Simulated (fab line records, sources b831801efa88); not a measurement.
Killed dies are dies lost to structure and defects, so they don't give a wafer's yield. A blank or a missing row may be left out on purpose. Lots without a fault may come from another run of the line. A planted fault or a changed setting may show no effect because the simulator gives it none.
Which tool did it? | flow sky130 | 24 lots, 72 wafers sampled, at 6 steps of a route of 708

WHAT THE GAUGES READ, wafer by wafer
SKY_LDD_N_OVL_MEAS_07. Usual: LDD_N_OVL -0.8 nm, standard deviation 1.1.
lot  | measured     | on         | LDD_N_OVL (nm) | flag
L074 | day 17 21:20 | overlay-01 | 0.5 -0.4 0.2   |
L075 | day 18 08:52 | overlay-01 | -1.1 -0.2 -0.6 |
L076 | day 18 20:08 | overlay-01 | -1.2 0.2 -1.8  |
L077 | day 19 04:12 | overlay-01 | 0.0 -0.4 -0.3  |
L078 | day 19 06:52 | overlay-01 | -0.9 -1.9 0.2  |
L079 | day 19 09:47 | overlay-02 | 0.5 -1.1 0.8   |
L080 | day 20 03:13 | overlay-02 | -3.9 -3.0 -4.0 |
L081 | day 20 13:50 | overlay-02 | -4.5 -2.4 -1.2 |
L082 | day 20 14:44 | overlay-02 | -0.7 2.4 -0.6  |
L083 | day 20 19:05 | overlay-01 | -1.5 -0.3 0.4  |
L084 | day 21 10:08 | overlay-01 | -1.3 -2.3 -2.2 |
L085 | day 21 16:19 | overlay-02 | 0.4 0.6 0.4    |
L086 | day 22 06:07 | overlay-01 | -0.2 0.0 -0.6  |
L087 | day 22 14:31 | overlay-01 | -1.5 -1.4 -1.1 |
L088 | day 22 20:19 | overlay-02 | 0.5 0.4 0.8    |
L089 | day 23 02:26 | overlay-02 | -2.4 -1.4 -1.8 |
L090 | day 23 11:46 | overlay-02 | -0.2 -0.3 0.5  |
L091 | day 23 20:24 | overlay-02 | -0.4 -1.6 -2.1 |
L092 | day 24 15:17 | overlay-02 | 0.1 0.2 -1.7   |
L093 | day 25 01:07 | overlay-01 | -0.6 -2.6 -1.0 |
L094 | day 25 02:13 | overlay-02 | -0.1 0.3 -0.5  |
L095 | day 25 09:10 | overlay-02 | -0.5 -2.4 -0.3 |
L096 | day 25 17:18 | overlay-02 | -0.7 0.7 0.4   |
L097 | day 26 00:45 | overlay-01 | -1.0 -1.6 -1.9 |

SKY_LI_CONTACT_BOW_MEAS_03. Usual: LI_CONTACT_BOW 55 um, standard deviation 7.
lot  | measured     | on            | LI_CONTACT_BOW (um) | flag
L074 | day 28 05:35 | film_metro-03 | 70 53 61            |
L075 | day 28 13:27 | film_metro-02 | 58 43 60            |
L076 | day 29 01:02 | film_metro-03 | 54 50 63            |
L077 | day 29 09:31 | film_metro-03 | 58 45 43            |
L078 | day 29 09:49 | film_metro-04 | 53 60 60            |
L079 | day 29 12:31 | film_metro-02 | 53 58 57            |
L080 | day 30 06:26 | film_metro-04 | 56 47 65            |
L081 | day 30 13:37 | film_metro-04 | 52 49 48            |
L082 | day 30 15:14 | film_metro-02 | 49 55 61            |
L083 | day 30 19:21 | film_metro-04 | 52 63 59            |
L084 | day 31 08:49 | film_metro-03 | 46 54 49            |
L085 | day 31 14:31 | film_metro-03 | 51 62 58            |
L086 | day 32 01:51 | film_metro-04 | 49 45 63            |
L087 | day 32 10:37 | film_metro-03 | 53 51 59            |
L088 | day 32 15:56 | film_metro-03 | 60 50 60            |
L089 | day 32 20:59 | film_metro-04 | 55 51 57            |
L090 | day 33 05:33 | film_metro-02 | 63 61 61            |
L091 | day 33 11:54 | film_metro-04 | 55 59 62            |
L092 | day 34 07:05 | film_metro-04 | 39 57 58            |
L093 | day 34 14:27 | film_metro-02 | 55 46 59            |
L094 | day 34 15:13 | film_metro-02 | 52 53 45            |
L095 | day 34 20:39 | film_metro-04 | 61 59 70            |
L096 | day 35 03:49 | film_metro-02 | 32 46 47            |
L097 | day 35 11:48 | film_metro-04 | 55 44 56            |

SKY_VIA2_BOW_MEAS_03. Usual: VIA2_BOW 83 um, standard deviation 7.6.
lot  | measured     | on            | VIA2_BOW (um) | flag
L074 | day 35 12:07 | film_metro-03 | 102 85 90     |
L075 | day 35 18:32 | film_metro-01 | 86 69 85      |
L076 | day 36 05:58 | film_metro-01 | 85 78 93      |
L077 | day 36 12:01 | film_metro-01 | 87 76 72      |
L078 | day 36 13:37 | film_metro-03 | 84 90 90      |
L079 | day 36 17:01 | film_metro-02 | 81 84 83      |
L080 | day 37 09:13 | film_metro-02 | 81 72 89      |
L081 | day 37 14:53 | film_metro-01 | 80 80 77      |
L082 | day 37 15:18 | film_metro-01 | 76 81 87      |
L083 | day 37 21:51 | film_metro-01 | 81 93 87      |
L084 | day 38 09:12 | film_metro-01 | 76 83 78      |
L085 | day 38 12:52 | film_metro-02 | 79 91 87      |
L086 | day 39 01:05 | film_metro-02 | 69 66 82      |
L087 | day 39 07:10 | film_metro-01 | 87 85 94      |
L088 | day 39 13:17 | film_metro-03 | 88 77 88      |
L089 | day 39 16:54 | film_metro-03 | 83 79 86      |
L090 | day 40 02:47 | film_metro-03 | 91 88 89      |
L091 | day 40 08:01 | film_metro-03 | 80 84 88      |
L092 | day 41 01:43 | film_metro-02 | 70 88 89      |
L093 | day 41 07:24 | film_metro-01 | 87 78 91      |
L094 | day 41 07:45 | film_metro-02 | 86 89 80      |
L095 | day 41 12:58 | film_metro-01 | 90 88 97      |
L096 | day 41 18:20 | film_metro-02 | 62 74 79      |
L097 | day 42 03:59 | film_metro-01 | 79 67 81      |

SKY_METAL5_THK_MEAS_06: measures by xrf. Usual: METAL5_ALCU_THK 1145 nm, standard deviation 16.
lot  | measured     | on            | METAL5_ALCU_THK (nm) | flag
L074 | day 43 05:01 | film_metro-04 | 1161 1164 1152       |
L075 | day 43 07:36 | film_metro-01 | 1147 1157 1138       |
L076 | day 43 18:36 | film_metro-01 | 1154 1151 1154       |
L077 | day 44 01:32 | film_metro-03 | 1143 1169 1171       |
L078 | day 44 01:38 | film_metro-01 | 1144 1133 1136       |
L079 | day 44 04:36 | film_metro-03 | 1173 1177 1161       |
L080 | day 44 17:18 | film_metro-03 | 1175 1179 1171       |
L081 | day 44 23:12 | film_metro-04 | 1162 1150 1135       |
L082 | day 44 23:44 | film_metro-03 | 1130 1122 1146       |
L083 | day 45 05:32 | film_metro-01 | 1166 1158 1151       |
L084 | day 45 15:55 | film_metro-01 | 1114 1109 1119       |
L085 | day 45 17:29 | film_metro-03 | 1136 1130 1146       |
L086 | day 46 04:25 | film_metro-01 | 1158 1154 1160       |
L087 | day 46 11:23 | film_metro-03 | 1135 1138 1126       |
L088 | day 46 13:55 | film_metro-01 | 1159 1140 1144       |
L089 | day 46 16:45 | film_metro-04 | 1140 1123 1136       |
L090 | day 47 01:40 | film_metro-04 | 1137 1141 1114       |
L091 | day 47 06:16 | film_metro-01 | 1143 1159 1173       |
L092 | day 47 21:19 | film_metro-04 | 1132 1131 1138       |
L093 | day 48 03:05 | film_metro-04 | 1130 1120 1123       |
L094 | day 48 03:32 | film_metro-03 | 1140 1138 1143       |
L095 | day 48 07:23 | film_metro-04 | 1134 1131 1126       |
L096 | day 48 11:36 | film_metro-03 | 1166 1154 1161       |
L097 | day 48 18:22 | film_metro-01 | 1141 1140 1140       |

WHICH TOOL RAN EACH LOT (tool, then ch and the chambers of the sampled wafers, then the start)
lot  | SKY_LI_CONTACT_CMP_24         | SKY_VIA4_CMP_02
L074 | cmp-01 ch 0,1, day 29 10:49   | cmp-02 ch 0,1,3, day 42 04:08
L075 | cmp-01 ch 0,1,2, day 29 18:53 | cmp-01 ch 0,1,2, day 42 06:19
L076 | cmp-01 ch 1,2,3, day 30 06:57 | cmp-01 ch 0,1,2, day 42 17:38
L077 | cmp-02 ch 2,3, day 30 14:35   | cmp-01 ch 0,1, day 43 00:40
L078 | cmp-02 ch 0,1,2, day 30 15:17 | cmp-01 ch 1,3, day 43 01:01
L079 | cmp-01 ch 0,1,2, day 30 18:35 | cmp-02 ch 1,2,3, day 43 03:53
L080 | cmp-02 ch 0,1, day 31 11:20   | cmp-02 ch 0,2, day 43 16:52
L081 | cmp-02 ch 0,1, day 31 17:32   | cmp-02 ch 0,2, day 43 23:30
L082 | cmp-01 ch 0,1,3, day 31 19:46 | cmp-01 ch 0,1,2, day 43 23:49
L083 | cmp-02 ch 0,3, day 32 00:19   | cmp-01 ch 0,2, day 44 05:46
L084 | cmp-01 ch 0,2,3, day 32 13:08 | cmp-02 ch 0,2, day 44 15:53
L085 | cmp-01 ch 0,2,3, day 32 17:52 | cmp-01 ch 1,2,3, day 44 17:55
L086 | cmp-02 ch 0,2,3, day 33 06:50 | cmp-01 ch 0,2,3, day 45 05:00
L087 | cmp-01 ch 0,1,2, day 33 14:05 | cmp-02 ch 0,3, day 45 12:15
L088 | cmp-02 ch 0,1,2, day 33 20:17 | cmp-02 ch 0,1,3, day 45 14:41
L089 | cmp-02 ch 0,2,3, day 33 23:53 | cmp-02 ch 1,2, day 45 17:33
L090 | cmp-01 ch 0,1,2, day 34 09:08 | cmp-02 ch 0,2,3, day 46 03:22
L091 | cmp-01 ch 1,2, day 34 15:37   | cmp-02 ch 0,2,3, day 46 07:10
L092 | cmp-01 ch 0,2, day 35 10:38   | cmp-02 ch 0,3, day 46 23:00
L093 | cmp-02 ch 2,3, day 35 17:56   | cmp-02 ch 0,1, day 47 05:38
L094 | cmp-01 ch 0,2,3, day 35 18:32 | cmp-01 ch 0,1,2, day 47 06:42
L095 | cmp-01 ch 1,3, day 35 23:59   | cmp-02 ch 1,3, day 47 10:52
L096 | cmp-02 ch 0,1, day 36 06:55   | cmp-02 ch 1,2,3, day 47 15:14
L097 | cmp-02 ch 0,1,3, day 36 14:55 | cmp-02 ch 2,3, day 47 21:23
- SKY_LI_CONTACT_CMP_24: polishes, stops on PSG, t overpolish 20 s, target thk 0 nm.
- SKY_VIA4_CMP_02: polishes SiO2.

WHAT THE TOOLS THEMSELVES READ (means of the sampled wafers that have a number; where no wafer has one, the mark that the record gives instead)
SKY_LI_CONTACT_CMP_24. Usual: motor_current_A 10.9 A, standard deviation 1.1; overpolish_run_s 20.000 s, standard deviation 0.0099; time_to_endpoint_s 96 s, standard deviation 5.
lot  | tool   | motor_current_A (A) | overpolish_run_s (s) | time_to_endpoint_s (s) | flag
L074 | cmp-01 | 12.2                | 20.005               | 97                     |
L075 | cmp-01 | 11.5                | 20.005               | 96                     |
L076 | cmp-01 | 10.8                | 20.002               | 94                     |
L077 | cmp-02 | 10.3                | 19.992               | 103                    |
L078 | cmp-02 | 10.8                | 19.999               | 95                     |
L079 | cmp-01 | 11.6                | 19.992               | 93                     |
L080 | cmp-02 | 10.0                | 20.006               | 102                    |
L081 | cmp-02 | 9.9                 | 19.990               | 106                    |
L082 | cmp-01 | 12.0                | 20.008               | 93                     |
L083 | cmp-02 | 10.3                | 19.990               | 97                     |
L084 | cmp-01 | 12.3                | 19.996               | 103                    |
L085 | cmp-01 | 11.6                | 19.998               | 95                     |
L086 | cmp-02 | 10.2                | 20.000               | 100                    |
L087 | cmp-01 | 11.5                | 19.999               | 94                     |
L088 | cmp-02 | 10.0                | 19.995               | 97                     |
L089 | cmp-02 | 10.5                | 19.995               | 97                     |
L090 | cmp-01 | 11.7                | 19.996               | 99                     |
L091 | cmp-01 | 10.7                | 20.007               | 93                     |
L092 | cmp-01 | 11.9                | 20.001               | 92                     |
L093 | cmp-02 | 9.8                 | 20.003               | 90                     |
L094 | cmp-01 | 11.6                | 20.005               | 91                     |
L095 | cmp-01 | 11.0                | 19.999               | 89                     |
L096 | cmp-02 | 10.1                | 20.002               | 97                     |
L097 | cmp-02 | 10.1                | 19.994               | 103                    |

SKY_VIA4_CMP_02. Usual: motor_current_A 11.6 A, standard deviation 1.
lot  | tool   | motor_current_A (A) | flag
L074 | cmp-02 | 11.0                |
L075 | cmp-01 | 12.6                |
L076 | cmp-01 | 12.7                |
L077 | cmp-01 | 12.5                |
L078 | cmp-01 | 11.9                |
L079 | cmp-02 | 11.0                |
L080 | cmp-02 | 11.0                |
L081 | cmp-02 | 11.4                |
L082 | cmp-01 | 12.5                |
L083 | cmp-01 | 13.4                |
L084 | cmp-02 | 11.1                |
L085 | cmp-01 | 12.2                |
L086 | cmp-01 | 13.2                |
L087 | cmp-02 | 11.2                |
L088 | cmp-02 | 10.9                |
L089 | cmp-02 | 11.1                |
L090 | cmp-02 | 11.1                |
L091 | cmp-02 | 10.8                |
L092 | cmp-02 | 10.7                |
L093 | cmp-02 | 10.7                |
L094 | cmp-01 | 12.2                |
L095 | cmp-02 | 10.8                |
L096 | cmp-02 | 11.0                |
L097 | cmp-02 | 11.0                |

THE ANSWER, worked out from the rows above alone
Rule: a lot is off if the mean of its wafers that have a number lies more than 3 standard deviations from the usual mean. A lot without any number at a reading at which 4 lots or more have one is off too. The other lots that the step has rows for count as sound. The gauges are gone through in route order, then the tools' own readings, and for those a lot's mean is taken as printed above. The first step at which some lot is off is used, and at that step the reading that is off furthest; a lot without a number counts as furthest.
No lot is off at any reading shown: from this, nothing can be told.

WHAT THE SIMULATOR HAD PUT IN
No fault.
